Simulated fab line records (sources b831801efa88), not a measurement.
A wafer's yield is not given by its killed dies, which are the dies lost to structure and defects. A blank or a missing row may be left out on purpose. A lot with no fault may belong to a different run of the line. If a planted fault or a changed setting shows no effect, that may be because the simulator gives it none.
Which tool is to blame? + flow gf180mcu + 10 lots with 30 wafers sampled at 7 steps, on a route of 602 steps

== WHAT THE GAUGES SHOWED, per wafer ==
GF_M5_CD_MEAS_07: target cd 280 nm. Usual: cdNm at 279.8 nm, with a standard deviation of 1.1.
| lot  | measured     | on       | cdNm (nm)         | flag |
|------|--------------|----------|-------------------|------|
| L798 | day 26 19:11 | cdSem-01 | 279.4 279.5 278.5 |      |
| L799 | day 27 07:11 | cdSem-02 | 278.7 278.5 279.7 |      |
| L804 | day 28 18:46 | cdSem-01 | 279.1 279.8 280.3 |      |
| L810 | day 30 11:43 | cdSem-02 | 278.6 279.7 279.1 |      |
| L813 | day 31 03:31 | cdSem-02 | 280.7 279.7 279.2 |      |
| L814 | day 31 10:08 | cdSem-01 | 280.5 281.9 282.8 |      |
| L816 | day 31 22:43 | cdSem-01 | 279.7 279.6 279.1 |      |
| L817 | day 32 06:25 | cdSem-02 | 279.8 280.4 279.0 |      |
| L818 | day 32 07:22 | cdSem-02 | 280.1 281.0 280.0 |      |
| L820 | day 32 19:08 | cdSem-02 | 280.6 280.0 279.2 |      |

GF_TOP_METAL_RS_MEAS_05: the measuring method here is four-point-probe. Usual: TOP_METAL_ALCU_RS 0.0327 ohm/sq, standard deviation 0.00042.
| lot  | measured     | on           | TOP_METAL_ALCU_RS (ohm/sq) | flag |
|------|--------------|--------------|----------------------------|------|
| L798 | day 27 18:26 | filmMetro-04 | 0.0328 0.0321 0.0321       |      |
| L799 | day 28 06:33 | filmMetro-02 | 0.0323 0.0330 0.0321       |      |
| L804 | day 29 16:37 | filmMetro-04 | 0.0321 0.0331 0.0326       |      |
| L810 | day 31 08:19 | filmMetro-04 | 0.0383 0.0387 0.0384       | OFF  |
| L813 | day 32 00:08 | filmMetro-03 | 0.0387 0.0384 0.0386       | OFF  |
| L814 | day 32 06:04 | filmMetro-04 | 0.0382 0.0382 0.0385       | OFF  |
| L816 | day 32 19:04 | filmMetro-04 | 0.0326 0.0330 0.0324       |      |
| L817 | day 33 02:12 | filmMetro-04 | 0.0318 0.0334 0.0329       |      |
| L818 | day 33 03:39 | filmMetro-02 | 0.0326 0.0323 0.0322       |      |
| L820 | day 33 14:21 | filmMetro-02 | 0.0338 0.0333 0.0338       |      |

GF_TOP_METAL_THK_MEAS_06: measures by xrf. Usual: TOP_METAL_ALCU_THK 903 nm, standard deviation 12.
| lot  | measured     | on           | TOP_METAL_ALCU_THK (nm) | flag |
|------|--------------|--------------|-------------------------|------|
| L798 | day 27 18:32 | filmMetro-04 | 900 915 919             |      |
| L799 | day 28 06:40 | filmMetro-02 | 916 891 918             |      |
| L804 | day 29 16:44 | filmMetro-04 | 915 889 904             |      |
| L810 | day 31 08:26 | filmMetro-04 | 765 762 767             | OFF  |
| L813 | day 32 00:15 | filmMetro-03 | 761 771 765             | OFF  |
| L814 | day 32 06:09 | filmMetro-04 | 772 771 771             | OFF  |
| L816 | day 32 19:11 | filmMetro-04 | 904 895 910             |      |
| L817 | day 33 02:18 | filmMetro-04 | 924 881 895             |      |
| L818 | day 33 03:46 | filmMetro-02 | 907 910 912             |      |
| L820 | day 33 14:28 | filmMetro-02 | 874 887 870             |      |

GF_PASSIVATION_THK_MEAS_03. Usual: PASSIVATION_CVD_02_THK 698 nm, standard deviation 9.5.
| lot  | measured     | on           | PASSIVATION_CVD_02_THK (nm) | flag |
|------|--------------|--------------|-----------------------------|------|
| L798 | day 28 15:30 | filmMetro-02 | 707 705 706                 |      |
| L799 | day 29 03:28 | filmMetro-03 | 708 688 707                 |      |
| L804 | day 30 12:17 | filmMetro-03 | 706 702 704                 |      |
| L810 | day 32 02:13 | filmMetro-02 | 698 698 707                 |      |
| L813 | day 32 17:34 | filmMetro-02 | 673 696 684                 |      |
| L814 | day 32 23:08 | filmMetro-03 | 699 698 697                 |      |
| L816 | day 33 11:50 | filmMetro-02 | 692 684 695                 |      |
| L817 | day 33 18:55 | filmMetro-03 | 679 692 689                 |      |
| L818 | day 33 20:58 | filmMetro-02 | 695 690 695                 |      |
| L820 | day 34 05:14 | filmMetro-03 | 702 684 689                 |      |

== WHICH TOOL RAN EACH LOT (tool, then ch and the chambers of the sampled wafers, then the start) ==
| lot  | GF_V5_STRIP_18                      | GF_TOP_METAL_SPUTTER_02     | GF_TOP_METAL_METAL_ETCH_16       |
|------|-------------------------------------|-----------------------------|----------------------------------|
| L798 | plasmaAsher-02 ch 0,1, day 27 16:58 | pvdSputter-01, day 27 18:19 | rieMetal-01 ch 0,1, day 28 14:19 |
| L799 | plasmaAsher-01 ch 0,1, day 28 05:05 | pvdSputter-01, day 28 06:26 | rieMetal-03 ch 0,1, day 29 02:20 |
| L804 | plasmaAsher-03 ch 0,1, day 29 15:10 | pvdSputter-04, day 29 16:32 | rieMetal-01 ch 0,1, day 30 11:10 |
| L810 | plasmaAsher-01 ch 0,1, day 31 06:52 | pvdSputter-01, day 31 08:14 | rieMetal-01 ch 0,1, day 32 01:04 |
| L813 | plasmaAsher-01 ch 0,1, day 31 22:41 | pvdSputter-01, day 32 00:02 | rieMetal-01 ch 0,1, day 32 16:26 |
| L814 | plasmaAsher-02 ch 0,1, day 32 04:35 | pvdSputter-01, day 32 05:55 | rieMetal-03 ch 0,1, day 32 21:52 |
| L816 | plasmaAsher-01 ch 0,1, day 32 17:31 | pvdSputter-03, day 32 18:58 | rieMetal-01 ch 0,1, day 33 10:43 |
| L817 | plasmaAsher-03 ch 0,1, day 33 00:40 | pvdSputter-03, day 33 02:04 | rieMetal-04 ch 0,1, day 33 17:49 |
| L818 | plasmaAsher-01 ch 0,1, day 33 02:05 | pvdSputter-04, day 33 03:34 | rieMetal-01 ch 0,1, day 33 19:50 |
| L820 | plasmaAsher-02 ch 1, day 33 12:53   | pvdSputter-03, day 33 14:14 | rieMetal-03 ch 0, day 34 04:05   |
- GF_V5_STRIP_18: strips in O2/N2.
- GF_TOP_METAL_SPUTTER_02: material AlCu, target thk 900 nm, time 47.82 s.
- GF_TOP_METAL_METAL_ETCH_16: etches the open film in Cl2/BCl3, stops on SiO2, target depth 1077.5 nm, time 179.6 s.

== AS READ BY THE TOOLS THEMSELVES (means over the sampled wafers that have a number; for cases with no such wafer, the mark the record gives instead) ==
GF_V5_STRIP_18. Usual: drypumpMotorCurrentA 6.0 A, standard deviation 0.62; heaterPowerW 344 W, standard deviation 30; oesProductAu 0.568 a.u., standard deviation 0.0054.
| lot  | tool           | drypumpMotorCurrentA (A) | heaterPowerW (W) | oesProductAu (a.u.) | flag |
|------|----------------|--------------------------|------------------|---------------------|------|
| L798 | plasmaAsher-02 | 5.5                      | 326              | 0.571               |      |
| L799 | plasmaAsher-01 | 6.4                      | 378              | 0.571               |      |
| L804 | plasmaAsher-03 | 5.4                      | 331              | 0.573               |      |
| L810 | plasmaAsher-01 | 6.4                      | 354              | 0.570               |      |
| L813 | plasmaAsher-01 | 6.4                      | 363              | 0.571               |      |
| L814 | plasmaAsher-02 | 5.5                      | 325              | 0.569               |      |
| L816 | plasmaAsher-01 | 6.4                      | 373              | 0.566               |      |
| L817 | plasmaAsher-03 | 5.4                      | 329              | 0.568               |      |
| L818 | plasmaAsher-01 | 6.4                      | 367              | 0.568               |      |
| L820 | plasmaAsher-02 | 5.6                      | 324              | 0.565               |      |

GF_TOP_METAL_SPUTTER_02. Usual: cathodeDcPowerW 10600 W, standard deviation 1.8; chamberPressurePa 0.3000 Pa, standard deviation 0.00058; throttleValvePct 30.0 %, standard deviation 0.85.
| lot  | tool          | cathodeDcPowerW (W) | chamberPressurePa (Pa) | throttleValvePct (%) | flag |
|------|---------------|---------------------|------------------------|----------------------|------|
| L798 | pvdSputter-01 | 10601               | 0.3004                 | 30.3                 |      |
| L799 | pvdSputter-01 | 10600               | 0.3005                 | 30.4                 |      |
| L804 | pvdSputter-04 | 10598               | 0.2998                 | 29.4                 |      |
| L810 | pvdSputter-01 | 8936                | 0.2996                 | 30.6                 | OFF  |
| L813 | pvdSputter-01 | 8936                | 0.3002                 | 30.1                 | OFF  |
| L814 | pvdSputter-01 | 8936                | 0.2995                 | 30.1                 | OFF  |
| L816 | pvdSputter-03 | 10600               | 0.3004                 | 29.3                 |      |
| L817 | pvdSputter-03 | 10601               | 0.3001                 | 29.5                 |      |
| L818 | pvdSputter-04 | 10600               | 0.2999                 | 29.1                 |      |
| L820 | pvdSputter-03 | 10599               | 0.2995                 | 29.7                 |      |

GF_TOP_METAL_METAL_ETCH_16. Usual: drypumpMotorCurrentA 5.6 A, standard deviation 0.47; oesProductAu 0.967 a.u., standard deviation 0.0068; throttleValvePct 28.257 %, standard deviation 0.01.
| lot  | tool        | drypumpMotorCurrentA (A) | oesProductAu (a.u.) | throttleValvePct (%) | flag |
|------|-------------|--------------------------|---------------------|----------------------|------|
| L798 | rieMetal-01 | 5.8                      | 0.970               | 28.258               |      |
| L799 | rieMetal-03 | 5.1                      | 0.969               | 28.244               |      |
| L804 | rieMetal-01 | 5.5                      | 0.967               | 28.257               |      |
| L810 | rieMetal-01 | 5.5                      | 0.889               | 28.343               | OFF  |
| L813 | rieMetal-01 | 5.5                      | 0.889               | 28.345               | OFF  |
| L814 | rieMetal-03 | 5.3                      | 0.895               | 28.334               | OFF  |
| L816 | rieMetal-01 | 5.5                      | 0.964               | 28.257               |      |
| L817 | rieMetal-04 | 6.3                      | 0.968               | 28.253               |      |
| L818 | rieMetal-01 | 5.5                      | 0.971               | 28.248               |      |
| L820 | rieMetal-03 | 5.0                      | 0.950               | 28.272               |      |

== THE ANSWER, worked out from the rows above alone ==
Rule: take the mean of a lot's wafers that have a number; if it is more than 3 standard deviations from the usual mean, the lot is off. Also off: a lot with no number at a reading for which 4 or more lots have one. Where the step has rows for the other lots, those lots are counted as sound. The gauges are gone through in route order, then the tools' own readings, and for those a lot's mean is taken as printed above. The first step at which some lot is off is used, and at that step the reading that is off furthest; a lot without a number counts as furthest.
Off: at GF_TOP_METAL_RS_MEAS_05 (TOP_METAL_ALCU_RS), L810, L813, L814.
A tool fits if, at a process step before that reading, it ran every lot that is off, and no sound lot after the first of them. Not tried: the gauges at GF_TOP_METAL_RS_MEAS_05; whatever is off there is also off at GF_TOP_METAL_SPUTTER_02, on other tools, and gauge error can't account for it. One fits: GF_TOP_METAL_SPUTTER_02 on pvdSputter-01. A fault onset in the window from L799 (day 28 06:26, its last sound lot) to L810 (day 31 08:14, its first lot off) fits.
The tool's own readings at GF_TOP_METAL_SPUTTER_02 bear it out: on the lots that are off they differ by more than 5 times the standard deviation of the sound lots' means. cathodeDcPowerW reads 8936 W there against 10600 W on the sound lots.

== WHAT THE SIMULATOR PUT IN ==
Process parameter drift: pvdSputter-01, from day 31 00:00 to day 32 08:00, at GF_TOP_METAL_SPUTTER_02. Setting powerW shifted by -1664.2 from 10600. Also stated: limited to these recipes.
Lots struck among those shown: L810, L813, L814. This agrees with what the rule above found.
